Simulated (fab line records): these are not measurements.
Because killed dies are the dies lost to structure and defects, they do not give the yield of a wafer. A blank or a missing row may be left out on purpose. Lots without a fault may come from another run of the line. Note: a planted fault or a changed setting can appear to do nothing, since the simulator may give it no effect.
Which tool was responsible?    flow sky130    at 1 step of a route of 708, 12 lots with 36 wafers sampled

WHAT EACH GAUGE READ, for each wafer
SKY_POLY_GATE_THK_MEAS_21.
lot   measured      on             POLY_GATE_OXIDATION_THK (nm)
L075  day 16 20:08  film metro-02  4.08 3.95 3.96
L077  day 17 08:56  film metro-02  4.00 4.15 4.07
L079  day 18 05:02  film metro-02  3.97 3.91 4.12
L081  day 19 02:18  film metro-04  4.05 4.02 3.99
L083  day 19 18:35  film metro-02  4.16 4.11 4.07
L085  day 20 15:34  film metro-03  3.95 4.08 4.01
L087  day 21 04:41  film metro-04  4.08 3.98 4.00
L089  day 22 01:49  film metro-02  4.06 4.01 3.99
L091  day 22 17:53  film metro-02  3.98 4.08 4.07
L093  day 23 16:23  film metro-02  3.93 3.95 3.93
L095  day 24 07:50  film metro-03  3.86 3.98 3.83
L097  day 24 22:56  film metro-04  3.96 3.97 3.92

WHAT TOOL EACH LOT RAN ON (gives the tool, then ch and the chambers of the sampled wafers, and finally the start)
There is no process step in the record ahead of these readings.

THE ANSWER, worked out from the rows above alone
Rule: the usual values come from the lots themselves. Put in order of their means at a reading, lots are off if they are a third of the lots or fewer, leave a main group of 4 or more, and stand apart from it by a gap of 3 or more times the standard deviation of the main group's means; of several such gaps the widest counts. Not used: any main group whose means are identical at the precision the tables above print for the reading. A lot without any number at a reading at which 4 lots or more have one is off too. The other lots that the step has rows for count as sound.
Nothing can be told from this: no lot is off at any reading shown.

WHAT THE SIMULATOR PUT IN
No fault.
